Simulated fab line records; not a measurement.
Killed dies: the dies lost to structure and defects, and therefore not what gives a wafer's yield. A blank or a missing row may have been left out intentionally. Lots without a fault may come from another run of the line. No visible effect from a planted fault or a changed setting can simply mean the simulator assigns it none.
2 desks, one fault / flow sky130 / only its own numbers are on each desk; what lay behind them is given at the end

AT THE TOOL OWNER'S DESK: wetBench-04
The tool's own readings at SKY_FIELD_ISO_WET_ETCH_21 (etches SiO2 in dHF, target depth 20 nm, time 400 s): means of the sampled wafers that have a number, for each lot that ran on this tool. A lot is out of limits, marked OUT, if its mean lies more than 4 standard deviations from the usual mean; the brackets give that distance.
Columns: A = runLengthS at SKY_FIELD_ISO_WET_ETCH_21, usual 428 s
lot=L424; first seen here=day 2 06:58; A=434
lot=L425; first seen here=day 2 11:17; A=425
lot=L427; first seen here=day 2 21:22; A=424
lot=L430; first seen here=day 3 11:41; A=473 (+13) OUT
lot=L431; first seen here=day 3 17:16; A=462 (+10) OUT
lot=L432; first seen here=day 3 21:40; A=465 (+11) OUT
lot=L444; first seen here=day 6 13:41; A=427
lot=L445; first seen here=day 6 18:49; A=425
This desk's finding: out of limits on L430, L431, L432; first on L430, day 3 11:41 (runLengthS at SKY_FIELD_ISO_WET_ETCH_21). Within limits: L424, L425, L427, L444, L445.

METROLOGY DESK
What the gauges read for every lot (on any tool): the sampled wafers with a number, averaged. A lot is out of limits, marked OUT, if its mean lies more than 4 standard deviations from the usual mean; the brackets give that distance.
Columns: A = VIA3_W_RS at SKY_VIA3_RS_MEAS_22, usual 0.295 ohm/sq
lot=L424; first seen here=day 39 05:21; A=0.295
lot=L425; first seen here=day 39 13:16; A=0.295
lot=L427; first seen here=day 40 05:41; A=0.294
lot=L430; first seen here=day 41 17:20; A=0.289
lot=L431; first seen here=day 41 17:37; A=0.288
lot=L432; first seen here=day 41 21:20; A=0.289
lot=L438; first seen here=day 43 13:34; A=0.294
lot=L439; first seen here=day 43 19:59; A=0.299
lot=L441; first seen here=day 44 09:44; A=0.295
lot=L442; first seen here=day 44 10:46; A=0.297
lot=L444; first seen here=day 44 23:10; A=0.295
lot=L445; first seen here=day 45 20:21; A=0.296
lot=L447; first seen here=day 46 00:11; A=0.295
This desk found nothing out of limits on any of the 13 lots.

ALL TOGETHER
The tool owner's desk had the chance to raise an alarm at day 3 11:41 on L430, L431, L432.
The metrology desk saw nothing out of limits.
The metrology desk holds a record of L430, L431, L432, inside its limits.
Every lot named ran SKY_FIELD_ISO_WET_ETCH_21 on wetBench-04.

WHAT THE SIMULATOR HAD INSERTED
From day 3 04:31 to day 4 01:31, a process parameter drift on wetBench-04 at SKY_FIELD_ISO_WET_ETCH_21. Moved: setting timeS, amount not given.
Lots struck among those shown: L430, L431, L432.
How many hours passed from the start of the fault until each desk's first out-of-limits reading: the tool owner's desk, 7.
